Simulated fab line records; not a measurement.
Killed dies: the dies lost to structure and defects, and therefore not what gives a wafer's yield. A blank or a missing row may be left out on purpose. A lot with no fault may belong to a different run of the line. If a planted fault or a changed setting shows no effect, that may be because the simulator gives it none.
fab line records | flow sky130 | part 1 of 2: steps 1 to 26 of 39
record lots=5 | wafers=15 | lastDay=49
route steps=708 shown VIA4@652 METAL5@661 PASSIVATION@681
lots with no fault: from the same line, run without faults
startH: hours from the record's opening day to when the first of the lot's shown wafers began | waitH: how many hours have passed since the lot's step before this one | " as in the row above | L1.1+2: several wafers, shown together as one row | - value missing, or start not given | * or withheld: withheld | < > ~ a bound
route shown NAME@n: NAME is a module with steps in the file, n the number in the route of the first one | usual: mean/standard deviation taken from wafers without a fault | same: alike in all rows | chamber/n: place in a boat | sites: the reading at each site | _std_site: standard deviation of those values | _edge_site: inner sites' mean taken away from outer sites' mean | radiusMm: how far each site lies from the wafer's centre | mask NAME#n: copy n | behind: the last tool/chamber to shape the wafer | hold: what put the lot on hold/how long, in hours/how the hold closed | device: which transistor (n, p or np) failed to switch | end of line: the route-end tests of the same wafers | step lacking rows: just its recipe | killed: dies lost to structure and defects at the first sort, not the wafer's yield | map: a wafer's dies, marking killed ones x, the rest . and places with no die _
set.NAME: the setting that was run; set.NAME@STEP: the one run at that earlier step | model.NAME: the simulator's own value behind a step, which no gauge read
lots seen at some steps along the route; tables by step, rows by wafer
services: from which hour (startH, from the record's first day; less than 0 if before it) a tool's chamber was out of use, for how many hours, and why
## steps
# step SKY_VIA4_STRIP_13
# recipe chemistry=O2/N2 | powerW=1400 | pressureMtorr=1500 | platenTempC=withheld | o2FlowSccm=3000 | n2FlowSccm=300 | overashFraction=0.5
# usual drypumpMotorCurrentA=5.7/0.45 | n2FlowSccm=300.0/0.94 | oesProductAu=0.710/0.0047 | stripTimeToEndpointS=12.805/0.027
# same overashFraction=0.5
lot.wafer | tool           | chamber | startH  | waitH | drypumpMotorCurrentA | n2FlowSccm | oesProductAu | rfHoursCounterH | stripTimeToEndpointS
L076.1    | plasmaAsher-01 | 1       | 1017.78 | -     | 5.6                  | 299.1      | 0.717        | 91              | 12.796
L076.2    | "              | 0       | "       | "     | 5.1                  | 301.2      | 0.704        | 91              | 12.789
L076.4    | "              | 0       | "       | "     | 5.1                  | 300.2      | 0.710        | -               | 12.832
L079.1    | plasmaAsher-01 | 0       | 1038.73 | -     | 5.0                  | 299.4      | 0.707        | 94              | 12.874
L079.3    | "              | 1       | "       | "     | 5.6                  | 298.3      | 0.704        | -               | 12.821
L079.5    | "              | 1       | "       | "     | 5.6                  | 299.2      | 0.707        | -               | 12.825
L084.1    | plasmaAsher-03 | 1       | 1071.68 | -     | 5.4                  | 300.6      | 0.709        | 34              | 12.816
L084.3    | "              | 1       | "       | "     | 5.4                  | 300.8      | 0.715        | -               | 12.796
L084.4    | "              | 0       | "       | "     | 6.2                  | 300.4      | 0.706        | -               | 12.796
L090.1    | plasmaAsher-01 | 1       | 1100.24 | -     | 5.6                  | 300.8      | 0.709        | 100             | 12.792
L090.4    | "              | 1       | "       | "     | 5.7                  | 301.6      | 0.706        | -               | 12.828
L090.6    | "              | 0       | "       | "     | 5.1                  | 300.4      | 0.704        | -               | 12.843
L095.1    | plasmaAsher-01 | 0       | 1129.73 | -     | 5.1                  | 299.1      | 0.699        | 103             | 12.822
L095.2    | "              | 1       | "       | "     | 5.7                  | 300.2      | 0.712        | 103             | 12.780
L095.6    | "              | 1       | "       | "     | 5.7                  | 299.5      | 0.709        | -               | 12.809
# step SKY_VIA4_STRIP_14
# recipe chemistry=postEtchResidueRemover | timeS=1200 | tempC=72.5
lot.wafer  | tool        | chamber | startH  | waitH
L076.1+2+4 | wetBench-03 | 3       | 1017.88 | 0.1
L079.1+3+5 | wetBench-03 | 0       | 1038.83 | 0.1
L084.1+3+4 | wetBench-03 | 3       | 1071.78 | 0.1
L090.1+4+6 | wetBench-03 | 1       | 1100.34 | 0.1
L095.1+2+6 | wetBench-01 | 0       | 1129.83 | 0.1
# step SKY_VIA4_CLEAN_15
# recipe chemistry=IPA | timeS=180 | tempC=25
lot.wafer  | tool        | chamber | startH  | waitH
L076.1+2+4 | wetBench-01 | 0       | 1018.22 | 0.0
L079.1+3+5 | wetBench-01 | 1       | 1039.52 | 0.0
L084.1+3+4 | wetBench-01 | 3       | 1072.12 | 0.0
L090.1+4+6 | wetBench-02 | 2       | 1100.68 | 0.0
L095.1+2+6 | wetBench-02 | 0       | 1130.52 | 0.0
# step SKY_VIA4_CLEAN_16
# recipe chemistry=O3/DIW | dry=n2Spin
lot.wafer  | tool        | chamber | startH  | waitH
L076.1+2+4 | wetBench-03 | 0       | 1018.30 | 0.0
L079.1+3+5 | wetBench-03 | 0       | 1039.57 | 0.0
L084.1+3+4 | wetBench-02 | 2       | 1072.18 | 0.0
L090.1+4+6 | wetBench-03 | 0       | 1100.74 | 0.0
L095.1+2+6 | wetBench-01 | 0       | 1130.58 | 0.0
# step SKY_VIA4_SPUTTER_17
# recipe material=TiN | targetThkNm=20 | chamberPressurePa=5 | powerW=4000 | timeS=80
# usual throttleValvePct=30.1/1.2
lot.wafer | tool          | chamber | startH  | waitH | throttleValvePct
L076.1    | pvdSputter-04 | -       | 1018.39 | 0.0   | 30.1
L076.2    | "             | -       | "       | "     | 29.7
L076.4    | "             | -       | "       | "     | 32.3
L079.1    | pvdSputter-03 | -       | 1039.76 | 0.0   | 30.4
L079.3    | "             | -       | "       | "     | 31.4
L079.5    | "             | -       | "       | "     | 27.3
L084.1    | pvdSputter-01 | -       | 1072.27 | 0.0   | 30.8
L084.3    | "             | -       | "       | "     | 30.7
L084.4    | "             | -       | "       | "     | 31.2
L090.1    | pvdSputter-04 | -       | 1100.83 | 0.0   | 30.3
L090.4    | "             | -       | "       | "     | 32.2
L090.6    | "             | -       | "       | "     | 29.2
L095.1    | pvdSputter-04 | -       | 1130.76 | 0.0   | 30.0
L095.2    | "             | -       | "       | "     | 29.6
L095.6    | "             | -       | "       | "     | 29.1
# step SKY_VIA4_CVD_18
# recipe material=W | targetThkNm=505 | timeS=152.14 | tempC=402.2 | pressureTorr=40
# usual heaterPowerW=874/38
lot.wafer | tool    | chamber | startH  | waitH | heaterPowerW
L076.1    | cvdW-01 | 0       | 1018.45 | 0.0   | 838
L076.2    | "       | 1       | "       | "     | 853
L076.4    | "       | 1       | "       | "     | 867
L079.1    | cvdW-02 | 0       | 1039.82 | 0.0   | 884
L079.3    | "       | 0       | "       | "     | 902
L079.5    | "       | 0       | "       | "     | 870
L084.1    | cvdW-02 | 1       | 1072.34 | 0.0   | 917
L084.3    | "       | 0       | "       | "     | 882
L084.4    | "       | 1       | "       | "     | 918
L090.1    | cvdW-01 | 1       | 1100.90 | 0.0   | 866
L090.4    | "       | 1       | "       | "     | 864
L090.6    | "       | 1       | "       | "     | 875
L095.1    | cvdW-02 | 0       | 1130.82 | 0.0   | 877
L095.2    | "       | 1       | "       | "     | 911
L095.6    | "       | 1       | "       | "     | 928
# step SKY_VIA4_RS_MEAS_19
# recipe thkMeasGauge=four-point-probe | reads=W_of_VIA4_CVD_18+TiN_of_VIA4_SPUTTER_17
# usual VIA4_W_RS=0.2176/0.0026
lot.wafer | tool         | chamber | startH  | waitH | VIA4_W_RS[ohm/sq]
L076.1    | filmMetro-04 | -       | 1018.60 | 0.1   | 0.2193
L076.2    | "            | -       | "       | "     | 0.2184
L076.4    | "            | -       | "       | "     | 0.2159
L079.1    | filmMetro-04 | -       | 1039.97 | 0.1   | 0.2163
L079.3    | "            | -       | "       | "     | 0.2180
L079.5    | "            | -       | "       | "     | 0.2166
L084.1    | filmMetro-02 | -       | 1072.49 | 0.1   | 0.2173
L084.3    | "            | -       | "       | "     | 0.2172
L084.4    | "            | -       | "       | "     | 0.2159
L090.1    | filmMetro-02 | -       | 1101.05 | 0.1   | 0.2184
L090.4    | "            | -       | "       | "     | 0.2196
L090.6    | "            | -       | "       | "     | 0.2190
L095.1    | filmMetro-02 | -       | 1130.97 | 0.1   | 0.2210
L095.2    | "            | -       | "       | "     | 0.2221
L095.6    | "            | -       | "       | "     | 0.2225
# step SKY_VIA4_THK_MEAS_20
# recipe thkMeasGauge=xrf | reads=W_of_VIA4_CVD_18
# usual VIA4_W_THK=532/7.7
lot.wafer | tool         | chamber | startH  | waitH | VIA4_W_THK[nm]
L076.1    | filmMetro-04 | -       | 1018.72 | 0.1   | 526
L076.2    | "            | -       | "       | "     | 524
L076.4    | "            | -       | "       | "     | 536
L079.1    | filmMetro-04 | -       | 1040.09 | 0.1   | 535
L079.3    | "            | -       | "       | "     | 531
L079.5    | "            | -       | "       | "     | 536
L084.1    | filmMetro-02 | -       | 1072.61 | 0.1   | 537
L084.3    | "            | -       | "       | "     | 538
L084.4    | "            | -       | "       | "     | 540
L090.1    | filmMetro-02 | -       | 1101.17 | 0.1   | 531
L090.4    | "            | -       | "       | "     | 531
L090.6    | "            | -       | "       | "     | 530
L095.1    | filmMetro-02 | -       | 1131.09 | 0.1   | 527
L095.2    | "            | -       | "       | "     | 523
L095.6    | "            | -       | "       | "     | 522
# step SKY_VIA4_CMP_21
# recipe stopOn=SiO2 | tOverpolishS=25 | downForcePsi=3.5 | platenRpm=60 | targetThkNm=0 | padVelocityMS=0.94248
# usual edgeZonePressureFrac=1.001/0.0047 | motorCurrentA=11.9/1.3 | overpolishRunS=25.000/0.0084 | timeToEndpointS=127/4.7
lot.wafer | tool   | chamber | startH  | waitH | edgeZonePressureFrac | motorCurrentA | overpolishRunS | timeToEndpointS
L076.4    | cmp-01 | 2       | 1018.78 | 0.0   | 1.005                | 11.3          | 25.003         | 121
L076.2    | "      | 3       | "       | "     | 0.997                | 10.2          | 24.979         | 127
L076.1    | "      | 1       | "       | "     | 1.000                | 13.4          | 24.997         | 120
L079.3    | cmp-01 | 0       | 1040.15 | 0.0   | 0.995                | 12.1          | 25.002         | 124
L079.1    | "      | 1       | "       | "     | 0.997                | 14.5          | 24.991         | 123
L079.5    | "      | 1       | "       | "     | 0.997                | 14.1          | 24.992         | 120
L084.4    | cmp-02 | 2       | 1072.67 | 0.0   | 1.003                | 12.3          | 24.998         | 129
L084.1    | "      | 3       | "       | "     | 1.007                | 12.8          | 25.008         | 126
L084.3    | "      | 1       | "       | "     | 1.007                | 10.9          | 25.012         | 127
L090.4    | cmp-02 | 3       | 1101.31 | 0.1   | 1.004                | 11.9          | 24.999         | 129
L090.1    | "      | 1       | "       | "     | 1.008                | 10.2          | 24.994         | 128
L090.6    | "      | 2       | "       | "     | 0.999                | 12.2          | 24.991         | 132
L095.2    | cmp-01 | 0       | 1131.40 | 0.3   | 1.002                | 12.8          | 24.999         | 128
L095.1    | "      | 1       | "       | "     | 1.006                | 13.9          | 24.999         | 123
L095.6    | "      | 2       | "       | "     | 1.001                | 11.7          | 25.009         | 117
# step SKY_METAL5_SPUTTER_00
# recipe material=Ti | targetThkNm=15 | powerW=3000 | timeS=10 | chamberPressurePa=0.4
# usual throttleValvePct=29.9/1.3
lot.wafer | tool          | chamber | startH  | waitH | throttleValvePct
L076.1    | pvdSputter-01 | -       | 1019.08 | 0.1   | 30.3
L076.2    | "             | -       | "       | "     | 30.7
L076.4    | "             | -       | "       | "     | 30.7
L079.1    | pvdSputter-01 | -       | 1040.45 | 0.2   | 30.7
L079.3    | "             | -       | "       | "     | 30.2
L079.5    | "             | -       | "       | "     | 30.4
L084.1    | pvdSputter-02 | -       | 1072.97 | 0.2   | 27.8
L084.3    | "             | -       | "       | "     | 31.6
L084.4    | "             | -       | "       | "     | 31.7
L090.1    | pvdSputter-01 | -       | 1101.56 | 0.1   | 30.2
L090.4    | "             | -       | "       | "     | 30.9
L090.6    | "             | -       | "       | "     | 30.9
L095.1    | pvdSputter-03 | -       | 1131.60 | 0.1   | 29.4
L095.2    | "             | -       | "       | "     | 30.3
L095.6    | "             | -       | "       | "     | 28.9
# step SKY_METAL5_SPUTTER_01
# recipe material=TiN | targetThkNm=20 | powerW=6500 | timeS=16.7 | chamberPressurePa=0.4
# usual throttleValvePct=30.0/1.3
lot.wafer | tool          | chamber | startH  | waitH | throttleValvePct
L076.1    | pvdSputter-01 | -       | 1019.11 | 0.0   | 30.3
L076.2    | "             | -       | "       | "     | 31.0
L076.4    | "             | -       | "       | "     | 30.6
L079.1    | pvdSputter-01 | -       | 1040.47 | 0.0   | 31.1
L079.3    | "             | -       | "       | "     | 30.4
L079.5    | "             | -       | "       | "     | 30.8
L084.1    | pvdSputter-02 | -       | 1073.00 | 0.0   | 27.7
L084.3    | "             | -       | "       | "     | 31.3
L084.4    | "             | -       | "       | "     | 31.3
L090.1    | pvdSputter-01 | -       | 1101.59 | 0.0   | 30.4
L090.4    | "             | -       | "       | "     | 30.6
L090.6    | "             | -       | "       | "     | 30.9
L095.1    | pvdSputter-03 | -       | 1131.62 | 0.0   | 29.5
L095.2    | "             | -       | "       | "     | 30.0
L095.6    | "             | -       | "       | "     | 29.4
# step SKY_METAL5_SPUTTER_02
# recipe material=AlCu | targetThkNm=1150 | powerW=10600 | timeS=61.2 | chamberPressurePa=0.4
# usual throttleValvePct=30.0/1.3
lot.wafer | tool          | chamber | startH  | waitH | throttleValvePct
L076.1    | pvdSputter-01 | -       | 1019.13 | 0.0   | 30.1
L076.2    | "             | -       | "       | "     | 30.9
L076.4    | "             | -       | "       | "     | 30.4
L079.1    | pvdSputter-01 | -       | 1040.50 | 0.0   | 31.1
L079.3    | "             | -       | "       | "     | 30.4
L079.5    | "             | -       | "       | "     | 30.7
L084.1    | pvdSputter-02 | -       | 1073.02 | 0.0   | 28.0
L084.3    | "             | -       | "       | "     | 31.4
L084.4    | "             | -       | "       | "     | 31.2
L090.1    | pvdSputter-01 | -       | 1101.61 | 0.0   | 30.5
L090.4    | "             | -       | "       | "     | 30.7
L090.6    | "             | -       | "       | "     | 31.1
L095.1    | pvdSputter-03 | -       | 1131.65 | 0.0   | 29.3
L095.2    | "             | -       | "       | "     | 30.2
L095.6    | "             | -       | "       | "     | 29.3
# step SKY_METAL5_SPUTTER_03
# recipe material=Ti | targetThkNm=5 | powerW=3000 | timeS=3.3 | chamberPressurePa=0.4
# usual throttleValvePct=30.0/1.3
lot.wafer | tool          | chamber | startH  | waitH | throttleValvePct
L076.1    | pvdSputter-01 | -       | 1019.18 | 0.0   | 30.2
L076.2    | "             | -       | "       | "     | 31.0
L076.4    | "             | -       | "       | "     | 31.0
L079.1    | pvdSputter-01 | -       | 1040.55 | 0.0   | 30.9
L079.3    | "             | -       | "       | "     | 30.4
L079.5    | "             | -       | "       | "     | 30.5
L084.1    | pvdSputter-02 | -       | 1073.07 | 0.0   | 27.6
L084.3    | "             | -       | "       | "     | 31.5
L084.4    | "             | -       | "       | "     | 31.5
L090.1    | pvdSputter-01 | -       | 1101.66 | 0.0   | 30.6
L090.4    | "             | -       | "       | "     | 30.8
L090.6    | "             | -       | "       | "     | 31.2
L095.1    | pvdSputter-03 | -       | 1131.70 | 0.0   | 29.1
L095.2    | "             | -       | "       | "     | 30.1
L095.6    | "             | -       | "       | "     | 29.5
# step SKY_METAL5_SPUTTER_04
# recipe material=TiN | targetThkNm=70 | powerW=6500 | timeS=58.3 | chamberPressurePa=0.4
# usual throttleValvePct=30.0/1.3
lot.wafer | tool          | chamber | startH  | waitH | throttleValvePct
L076.1    | pvdSputter-01 | -       | 1019.20 | 0.0   | 30.6
L076.2    | "             | -       | "       | "     | 30.8
L076.4    | "             | -       | "       | "     | 30.9
L079.1    | pvdSputter-01 | -       | 1040.57 | 0.0   | 30.8
L079.3    | "             | -       | "       | "     | 30.1
L079.5    | "             | -       | "       | "     | 30.9
L084.1    | pvdSputter-02 | -       | 1073.09 | 0.0   | 27.9
L084.3    | "             | -       | "       | "     | 31.4
L084.4    | "             | -       | "       | "     | 31.4
L090.1    | pvdSputter-01 | -       | 1101.68 | 0.0   | 29.9
L090.4    | "             | -       | "       | "     | 31.0
L090.6    | "             | -       | "       | "     | 30.8
L095.1    | pvdSputter-03 | -       | 1131.72 | 0.0   | 29.0
L095.2    | "             | -       | "       | "     | 30.4
L095.6    | "             | -       | "       | "     | 29.3
# step SKY_METAL5_RS_MEAS_05
# recipe thkMeasGauge=four-point-probe | reads=TiN_of_METAL5_SPUTTER_04+Ti_of_METAL5_SPUTTER_03+AlCu_of_METAL5_SPUTTER_02+TiN_of_METAL5_SPUTTER_01+Ti_of_METAL5_SPUTTER_00
# usual METAL5_ALCU_RS=0.0272/0.00035
lot.wafer | tool         | chamber | startH  | waitH | METAL5_ALCU_RS[ohm/sq]
L076.1    | filmMetro-03 | -       | 1019.25 | 0.0   | 0.0273
L076.2    | "            | -       | "       | "     | 0.0280
L076.4    | "            | -       | "       | "     | 0.0275
L079.1    | filmMetro-01 | -       | 1040.62 | 0.0   | 0.0284
L079.3    | "            | -       | "       | "     | 0.0275
L079.5    | "            | -       | "       | "     | 0.0279
L084.1    | filmMetro-02 | -       | 1073.14 | 0.0   | 0.0273
L084.3    | "            | -       | "       | "     | 0.0272
L084.4    | "            | -       | "       | "     | 0.0271
L090.1    | filmMetro-01 | -       | 1101.73 | 0.0   | 0.0272
L090.4    | "            | -       | "       | "     | 0.0275
L090.6    | "            | -       | "       | "     | 0.0277
L095.1    | filmMetro-03 | -       | 1131.77 | 0.0   | 0.0276
L095.2    | "            | -       | "       | "     | 0.0272
L095.6    | "            | -       | "       | "     | 0.0275
# step SKY_METAL5_THK_MEAS_06
# recipe thkMeasGauge=xrf | reads=AlCu_of_METAL5_SPUTTER_02
# usual METAL5_ALCU_THK=1137/16
lot.wafer | tool         | chamber | startH  | waitH | METAL5_ALCU_THK[nm]
L076.1    | filmMetro-03 | -       | 1019.37 | 0.1   | 1133
L076.2    | "            | -       | "       | "     | 1105
L076.4    | "            | -       | "       | "     | 1123
L079.1    | filmMetro-01 | -       | 1040.74 | 0.1   | 1089
L079.3    | "            | -       | "       | "     | 1118
L079.5    | "            | -       | "       | "     | 1107
L084.1    | filmMetro-02 | -       | 1073.26 | 0.1   | 1131
L084.3    | "            | -       | "       | "     | 1133
L084.4    | "            | -       | "       | "     | 1136
L090.1    | filmMetro-01 | -       | 1101.85 | 0.1   | 1143
L090.4    | "            | -       | "       | "     | 1139
L090.6    | "            | -       | "       | "     | 1121
L095.1    | filmMetro-03 | -       | 1131.89 | 0.1   | 1111
L095.2    | "            | -       | "       | "     | 1129
L095.6    | "            | -       | "       | "     | 1116
# step SKY_METAL5_DEHYDRATE_07
# recipe tempC=200 | timeS=60
lot.wafer  | tool          | chamber | startH  | waitH
L076.1+2+4 | lithoTrack-01 | 0       | 1029.52 | 10.1
L079.1+3+5 | lithoTrack-03 | 0       | 1051.17 | 10.4
L084.1+3+4 | lithoTrack-04 | 0       | 1082.83 | 9.6
L090.1+4+6 | lithoTrack-03 | 0       | 1111.62 | 9.8
L095.1+2+6 | lithoTrack-03 | 0       | 1140.12 | 8.2
# step SKY_METAL5_HMDS_08
# recipe primeTimeS=60 | primeTempC=120
lot.wafer  | tool          | chamber | startH  | waitH
L076.1+2+4 | lithoTrack-01 | 0       | 1029.67 | 0.1
L079.1+3+5 | lithoTrack-03 | 0       | 1051.32 | 0.1
L084.1+3+4 | lithoTrack-04 | 0       | 1082.98 | 0.1
L090.1+4+6 | lithoTrack-03 | 0       | 1111.77 | 0.1
L095.1+2+6 | lithoTrack-03 | 0       | 1140.27 | 0.1
# step SKY_METAL5_COAT_09
# recipe resist=NOVOLAK | spinRpm=3000 | resistThkNm=1800
lot.wafer  | tool          | chamber | startH  | waitH
L076.1+2+4 | lithoTrack-01 | 0       | 1029.82 | 0.1
L079.1+3+5 | lithoTrack-03 | 0       | 1051.47 | 0.1
L084.1+3+4 | lithoTrack-04 | 0       | 1083.13 | 0.1
L090.1+4+6 | lithoTrack-03 | 0       | 1111.92 | 0.1
L095.1+2+6 | lithoTrack-03 | 0       | 1140.42 | 0.1
# step SKY_METAL5_SOFTBAKE_10
# recipe tempC=90 | timeS=60 | resist=NOVOLAK
lot.wafer  | tool          | chamber | startH  | waitH
L076.1+2+4 | lithoTrack-01 | 0       | 1029.97 | 0.1
L079.1+3+5 | lithoTrack-03 | 0       | 1051.62 | 0.1
L084.1+3+4 | lithoTrack-04 | 0       | 1083.28 | 0.1
L090.1+4+6 | lithoTrack-03 | 0       | 1112.07 | 0.1
L095.1+2+6 | lithoTrack-03 | 0       | 1140.57 | 0.1
# step SKY_METAL5_EXPOSE_11
# recipe maskId=MM5 | na=0.6 | sourceShape=conventional | sigmaOuter=0.6 | polarization=unpolarized | targetCdNm=1600 | doseMj=190
# usual focusOffsetNm=0.0/0.62
# same na=0.6 | sigmaOuter=0.6
lot.wafer | tool            | chamber | startH | waitH | mask  | focusOffsetNm
L076.1    | ilineStepper-02 | 0       | -      | -     | MM5#0 | 0.3
L076.2    | "               | 0       | "      | "     | MM5#0 | -0.2
L076.4    | "               | 0       | "      | "     | MM5#0 | 0.0
L079.1    | ilineStepper-01 | 0       | -      | -     | MM5#0 | 0.9
L079.3    | "               | 0       | "      | "     | MM5#0 | -0.1
L079.5    | "               | 0       | "      | "     | MM5#0 | 0.0
L084.1    | ilineStepper-01 | 0       | -      | -     | MM5#0 | 0.0
L084.3    | "               | 0       | "      | "     | MM5#0 | 0.7
L084.4    | "               | 0       | "      | "     | MM5#0 | 0.1
L090.1    | ilineStepper-02 | 0       | -      | -     | MM5#0 | 0.1
L090.4    | "               | 0       | "      | "     | MM5#0 | 0.4
L090.6    | "               | 0       | "      | "     | MM5#0 | -0.2
L095.1    | ilineStepper-01 | 0       | -      | -     | MM5#0 | 0.3
L095.2    | "               | 0       | "      | "     | MM5#0 | -0.1
L095.6    | "               | 0       | "      | "     | MM5#0 | -0.1
# step SKY_METAL5_PEB_12
# recipe tempC=withheld | timeS=* | resist=NOVOLAK
lot.wafer  | tool          | chamber | startH | waitH
L076.1+2+4 | lithoTrack-04 | 0       | -      | -
L079.1+3+5 | lithoTrack-01 | 0       | -      | -
L084.1+3+4 | lithoTrack-01 | 0       | -      | -
L090.1+4+6 | lithoTrack-01 | 0       | -      | -
L095.1+2+6 | lithoTrack-03 | 0       | -      | -
# step SKY_METAL5_DEVELOP_13
# recipe resist=NOVOLAK | developer=TMAH | developTimeS=60 | devTempC=23
# same developTimeS=60
lot.wafer  | tool          | chamber | startH  | waitH
L076.1+2+4 | lithoTrack-04 | 0       | 1041.38 | 0.1
L079.1+3+5 | lithoTrack-01 | 0       | 1062.02 | 0.1
L084.1+3+4 | lithoTrack-01 | 0       | 1093.52 | 0.1
L090.1+4+6 | lithoTrack-01 | 0       | 1121.42 | 0.1
L095.1+2+6 | lithoTrack-03 | 0       | 1149.88 | 0.1
# step SKY_METAL5_DESCUM_14
# recipe chemistry=O2 | sourcePowerW=150 | biasPowerW=0 | pressureMtorr=10 | tempC=40 | timeS=11
# usual drypumpMotorCurrentA=5.4/0.32 | oesProductAu=0.999/0.0082 | rfFwdPowerW=147.5/0.68
lot.wafer | tool        | chamber | startH  | waitH | drypumpMotorCurrentA | oesProductAu | rfFwdPowerW | rfHoursCounterH
L076.1    | rieMetal-02 | 1       | 1041.53 | 0.1   | 5.8                  | 1.002        | 147.8       | 14
L076.2    | "           | 0       | "       | "     | 5.1                  | 0.993        | 145.8       | 11
L076.4    | "           | 0       | "       | "     | 5.1                  | 1.000        | 145.8       | -
L079.1    | rieMetal-03 | 0       | 1062.17 | 0.1   | 5.6                  | 1.004        | 147.8       | 14
L079.3    | "           | 1       | "       | "     | 4.9                  | 0.999        | 147.5       | -
L079.5    | "           | 0       | "       | "     | 5.6                  | 1.001        | 147.6       | -
L084.1    | rieMetal-04 | 0       | 1093.67 | 0.1   | 5.7                  | 0.997        | 148.5       | 7
L084.3    | "           | 1       | "       | "     | 5.5                  | 0.998        | 146.9       | -
L084.4    | "           | 0       | "       | "     | 5.7                  | 1.003        | 148.2       | -
L090.1    | rieMetal-04 | 0       | 1121.57 | 0.1   | 5.7                  | 1.001        | 149.2       | 9
L090.4    | "           | 0       | "       | "     | 5.7                  | 1.002        | 148.5       | -
L090.6    | "           | 0       | "       | "     | 5.7                  | 0.987        | 148.5       | -
L095.1    | rieMetal-03 | 1       | 1150.03 | 0.1   | 4.9                  | 1.002        | 147.0       | 21
L095.2    | "           | 1       | "       | "     | 5.0                  | 1.000        | 147.7       | -
L095.6    | "           | 1       | "       | "     | 4.9                  | 1.012        | 147.6       | -
# step SKY_METAL5_METAL_ETCH_15
# recipe targetDepthA=12600 | stopOn=SiO2 | overEtchFrac=0.2 | timeS=252 | chemistry=Cl2/BCl3 | resistSidewallDeg=86 | pressureMtorr=10 | icpW=873 | biasW=48.5 | Cl2_flow_sccm=60 | bcl3FlowSccm=30
# usual drypumpMotorCurrentA=5.4/0.32 | oesProductAu=0.894/0.0048 | rfFwdPowerW=870.3/2.6 | throttleValvePct=22.265/0.0099
lot.wafer | tool        | chamber | startH  | waitH | drypumpMotorCurrentA | oesProductAu | rfFwdPowerW | rfHoursCounterH | throttleValvePct
L076.1    | rieMetal-02 | 1       | 1041.56 | 0.0   | 5.8                  | 0.889        | 866.9       | 14              | 22.262
L076.2    | "           | 0       | "       | "     | 5.1                  | 0.892        | 870.3       | 11              | 22.254
L076.4    | "           | 0       | "       | "     | 5.1                  | 0.895        | 869.9       | -               | 22.267
L079.1    | rieMetal-03 | 0       | 1062.20 | 0.0   | 5.6                  | 0.883        | 870.9       | 14              | 22.272
L079.3    | "           | 1       | "       | "     | 5.0                  | 0.903        | 869.3       | -               | 22.262
L079.5    | "           | 0       | "       | "     | 5.6                  | 0.896        | 870.8       | -               | 22.261
L084.1    | rieMetal-04 | 0       | 1093.70 | 0.0   | 5.7                  | 0.888        | 875.7       | 7               | 22.257
L084.3    | "           | 1       | "       | "     | 5.5                  | 0.890        | 871.1       | -               | 22.266
L084.4    | "           | 0       | "       | "     | 5.7                  | 0.890        | 873.6       | -               | 22.268
L090.1    | rieMetal-04 | 0       | 1121.64 | 0.1   | 5.7                  | 0.890        | 870.1       | 9               | 22.258
L090.4    | "           | 0       | "       | "     | 5.7                  | 0.902        | 874.2       | -               | 22.255
L090.6    | "           | 0       | "       | "     | 5.7                  | 0.885        | 869.5       | -               | 22.255
L095.1    | rieMetal-03 | 1       | 1150.09 | 0.1   | 5.0                  | 0.893        | 872.5       | 21              | 22.266
L095.2    | "           | 1       | "       | "     | 5.0                  | 0.889        | 872.8       | -               | 22.262
L095.6    | "           | 1       | "       | "     | 5.0                  | 0.895        | 868.0       | -               | 22.259
# step SKY_METAL5_STRIP_16
# recipe chemistry=O2/N2 | powerW=1400 | pressureMtorr=1500 | platenTempC=withheld | o2FlowSccm=3000 | n2FlowSccm=300 | overashFraction=0.5
# usual drypumpMotorCurrentA=5.8/0.36 | n2FlowSccm=300.1/0.81 | oesProductAu=0.710/0.0046 | stripTimeToEndpointS=13.27/0.1
# same overashFraction=0.5
lot.wafer | tool           | chamber | startH  | waitH | drypumpMotorCurrentA | n2FlowSccm | oesProductAu | rfHoursCounterH | stripTimeToEndpointS
L076.1    | plasmaAsher-04 | 0       | 1041.80 | 0.2   | 5.4                  | 300.6      | 0.706        | 67              | 13.26
L076.2    | "              | 1       | "       | "     | 5.8                  | 299.4      | 0.717        | 67              | 13.24
L076.4    | "              | 1       | "       | "     | 5.8                  | 299.2      | 0.708        | -               | 13.21
L079.1    | plasmaAsher-04 | 0       | 1062.44 | 0.2   | 5.4                  | 300.5      | 0.705        | 69              | 13.21
L079.3    | "              | 0       | "       | "     | 5.5                  | 300.1      | 0.720        | -               | 13.22
L079.5    | "              | 1       | "       | "     | 5.8                  | 299.3      | 0.706        | -               | 13.14
L084.1    | plasmaAsher-03 | 0       | 1093.94 | 0.2   | 6.3                  | 299.5      | 0.709        | 36              | 13.34
L084.3    | "              | 1       | "       | "     | 5.5                  | 298.3      | 0.706        | -               | 13.46
L084.4    | "              | 0       | "       | "     | 6.3                  | 299.2      | 0.710        | -               | 13.24
L090.1    | plasmaAsher-03 | 1       | 1122.11 | 0.4   | 5.4                  | 299.9      | 0.716        | 38              | 13.30
L090.4    | "              | 1       | "       | "     | 5.4                  | 301.5      | 0.708        | -               | 13.24
L090.6    | "              | 1       | "       | "     | 5.4                  | 300.5      | 0.714        | -               | 13.21
L095.1    | plasmaAsher-02 | 0       | 1150.56 | 0.4   | 6.4                  | 298.5      | 0.709        | 9               | 13.16
L095.2    | "              | 1       | "       | "     | 5.8                  | 300.9      | 0.712        | 9               | 13.08
L095.6    | "              | 0       | "       | "     | 6.4                  | 299.1      | 0.714        | -               | 13.21
